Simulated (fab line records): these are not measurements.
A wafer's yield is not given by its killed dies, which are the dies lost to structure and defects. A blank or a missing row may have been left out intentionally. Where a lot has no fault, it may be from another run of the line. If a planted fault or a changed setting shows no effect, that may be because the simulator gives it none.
Which tool was responsible? ; flow gf180mcu ; 13 lots, 39 wafers sampled, at 4 steps of a route of 602

WHAT THE GAUGES SHOWED, per wafer
GF_STI_THK_MEAS_22.
lot;measured;on;STI_OXIDATION_01_THK (nm)
L812;day 2 05:17;filmMetro-04;15.10 15.25 14.99
L813;day 2 10:05;filmMetro-04;15.26 15.14 15.04
L816;day 3 02:04;filmMetro-04;14.77 15.04 14.73
L817;day 3 06:08;filmMetro-02;14.90 14.93 14.79
L818;day 3 09:39;filmMetro-02;15.11 14.72 15.07
L825;day 5 05:58;filmMetro-04;14.96 14.89 14.82
L828;day 5 18:18;filmMetro-04;14.84 15.04 14.76
L829;day 6 03:49;filmMetro-02;14.56 14.58 14.48
L831;day 6 09:52;filmMetro-02;15.15 15.17 15.17
L832;day 6 10:48;filmMetro-04;14.78 14.78 14.68
L833;day 6 15:50;filmMetro-01;15.27 15.38 15.31
L834;day 6 23:39;filmMetro-04;14.44 14.28 14.25
L835;day 7 02:12;filmMetro-04;14.85 14.98 14.79

GF_POLY_GATE_CD_MEAS_10 targets a cd of 280 nm.
lot;measured;on;cdNm (nm)
L812;day 9 04:52;cdSem-01;281.6 282.2 281.0
L813;day 9 12:39;cdSem-01;279.8 279.8 279.6
L816;day 10 11:11;cdSem-01;279.5 279.8 279.9
L817;day 10 17:11;cdSem-01;276.5 280.1 277.8
L818;day 10 21:49;cdSem-01;279.4 279.9 279.8
L825;day 13 19:02;cdSem-02;265.4 265.7 265.4
L828;day 14 08:44;cdSem-01;282.0 282.1 281.2
L829;day 14 22:42;cdSem-02;279.6 279.3 281.5
L831;day 15 06:44;cdSem-01;281.1 280.0 281.4
L832;day 15 06:21;cdSem-02;280.7 279.9 280.5
L833;day 15 11:40;cdSem-02;280.9 280.9 279.7
L834;day 16 03:43;cdSem-01;280.2 280.9 281.8
L835;day 16 07:20;cdSem-02;279.6 278.8 279.9

GF_PSD_CD_MEAS_07 targets a cd of 400 nm.
lot;measured;on;cdNm (nm)
L812;day 14 05:11;cdSem-02;401.7 399.0 397.8
L813;day 14 12:59;cdSem-02;396.5 400.1 397.7
L816;day 15 16:36;cdSem-01;401.2 399.3 400.0
L817;day 15 22:56;cdSem-01;400.3 402.5 401.6
L818;day 16 05:48;cdSem-02;394.0 395.2 398.1
L825;day 19 20:12;cdSem-01;397.6 397.8 397.7
L828;day 20 10:57;cdSem-01;397.8 397.4 394.4
L829;day 21 03:39;cdSem-01;397.7 397.2 400.7
L831;day 21 13:41;cdSem-01;398.2 399.0 396.4
L832;day 21 10:32;cdSem-01;396.4 397.5 399.2
L833;day 21 15:40;cdSem-01;400.6 400.2 400.5
L834;day 22 06:49;cdSem-01;399.8 400.3 402.6
L835;day 22 11:48;cdSem-02;396.9 397.6 396.4

WHAT TOOL EACH LOT RAN ON (gives the tool, then ch and the chambers of the sampled wafers, and finally the start)
lot;GF_POLY_GATE_EXPOSE_07
L812;krfScanner-02 ch 0, day 8 20:23
L813;krfScanner-02 ch 0, day 9 04:29
L816;krfScanner-01 ch 0, day 10 02:19
L817;krfScanner-02 ch 0, day 10 08:13
L818;krfScanner-02 ch 0, day 10 12:42
L825;krfScanner-01 ch 0, day 13 09:26
L828;krfScanner-02 ch 0, day 13 22:33
L829;krfScanner-01 ch 0, day 14 12:29
L831;krfScanner-02 ch 0, day 14 19:19
L832;krfScanner-01 ch 0, day 14 19:02
L833;krfScanner-01 ch 0, day 15 01:38
L834;krfScanner-01 ch 0, day 15 16:22
L835;krfScanner-02 ch 0, day 15 20:34
- GF_POLY_GATE_EXPOSE_07: exposes mask Poly2, target cd 280 nm.

AS READ BY THE TOOLS THEMSELVES (means over the sampled wafers that have a number; for cases with no such wafer, the mark the record gives instead)
The record holds no such reading with a usual standard deviation.

THE ANSWER, worked out from the rows above alone
Rule: usual is defined by the lots themselves. Put in order of their means at a reading, lots are off if they are a third of the lots or fewer, leave a main group of 4 or more, and stand apart from it by a gap of 3 or more times the standard deviation of the main group's means; of several such gaps the widest counts. A main group is skipped when, at the precision printed for the reading in the tables above, its means are all equal. A lot without any number at a reading at which 4 lots or more have one is off too. Where the step has rows for the other lots, those lots are counted as sound. After the gauges, taken in route order, come the tools' own readings; for these a lot's mean is taken, as printed above. The first step at which some lot is off is used, and at that step the reading that is off furthest; a lot without a number counts as furthest.
Off, at GF_POLY_GATE_CD_MEAS_10 on cdNm: L825. The main group has a mean of 280.2 nm with a standard deviation of 0.96.
If a tool, at a process step before that reading, ran all the lots that are off and no sound lot after the first of them, it fits. Gauges at GF_POLY_GATE_CD_MEAS_10: tried the same way as those tools. None of those tried fits.

WHAT THE SIMULATOR HAD INSERTED
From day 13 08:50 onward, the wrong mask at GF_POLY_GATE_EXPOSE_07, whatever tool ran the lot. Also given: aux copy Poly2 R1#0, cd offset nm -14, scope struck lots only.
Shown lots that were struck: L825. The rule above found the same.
